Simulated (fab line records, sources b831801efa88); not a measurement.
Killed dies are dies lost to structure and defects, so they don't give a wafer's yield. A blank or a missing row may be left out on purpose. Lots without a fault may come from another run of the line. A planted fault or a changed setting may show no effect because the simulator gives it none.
Which tool did it? | flow sky130 | 7 lots, 21 wafers sampled, at 3 steps of a route of 708

WHAT THE GAUGES READ, wafer by wafer
SKY_SD_N_CD_MEAS_07: target cd 380 nm.
lot  | measured     | on        | cd_nm (nm)
L579 | day 29 20:16 | cd_sem-01 | 376.5 377.0 374.4
L587 | day 31 20:34 | cd_sem-02 | 435.3 431.5 435.6
L590 | day 32 13:41 | cd_sem-01 | 385.6 384.6 386.6
L592 | day 33 07:32 | cd_sem-02 | 380.8 378.9 379.5
L595 | day 33 21:49 | cd_sem-01 | 383.1 384.3 382.6
L597 | day 35 02:56 | cd_sem-01 | 379.8 379.7 381.0
L599 | day 35 17:45 | cd_sem-02 | 381.5 379.1 377.5

WHICH TOOL RAN EACH LOT (tool, then ch and the chambers of the sampled wafers, then the start)
lot  | SKY_LDD_HVP_STRIP_09                 | SKY_SD_N_COAT_02
L579 | plasma_asher-03 ch 0,1, day 23 14:34 | litho_track-01 ch 0, day 29 05:40
L587 | plasma_asher-02 ch 0,1, day 25 20:35 | litho_track-02 ch 0, day 31 07:13
L590 | plasma_asher-02 ch 0,1, day 26 14:46 | litho_track-03 ch 0, day 31 23:47
L592 | plasma_asher-01 ch 0,1, day 27 10:55 | litho_track-01 ch 0, day 32 18:07
L595 | plasma_asher-02 ch 0,1, day 28 01:37 | litho_track-03 ch 0, day 33 08:49
L597 | plasma_asher-01 ch 0,1, day 29 07:16 | litho_track-02 ch 0, day 34 13:47
L599 | plasma_asher-01 ch 0,1, day 30 00:22 | litho_track-01 ch 0, day 35 04:18
- SKY_LDD_HVP_STRIP_09: strips in O2/N2.
- SKY_SD_N_COAT_02: resist thk 1140 nm.

THE ANSWER, worked out from the rows above alone
Rule: what is usual is taken from the lots themselves. Put in order of their means at a reading, lots are off if they are a third of the lots or fewer, leave a main group of 4 or more, and stand apart from it by a gap of 3 or more times the standard deviation of the main group's means; of several such gaps the widest counts. A main group whose means are all the same, to the digits that the tables above print for the reading, isn't used. A lot without any number at a reading at which 4 lots or more have one is off too. The other lots that the step has rows for count as sound.
Off: L587, at SKY_SD_N_CD_MEAS_07 (cd_nm). The main group: mean 380.7 nm, standard deviation 3.1.
A tool fits if, at a process step before that reading, it ran every lot that is off, and no sound lot after the first of them. The gauges at SKY_SD_N_CD_MEAS_07 are tried like those tools. None of those tried fits.

WHAT THE SIMULATOR HAD PUT IN
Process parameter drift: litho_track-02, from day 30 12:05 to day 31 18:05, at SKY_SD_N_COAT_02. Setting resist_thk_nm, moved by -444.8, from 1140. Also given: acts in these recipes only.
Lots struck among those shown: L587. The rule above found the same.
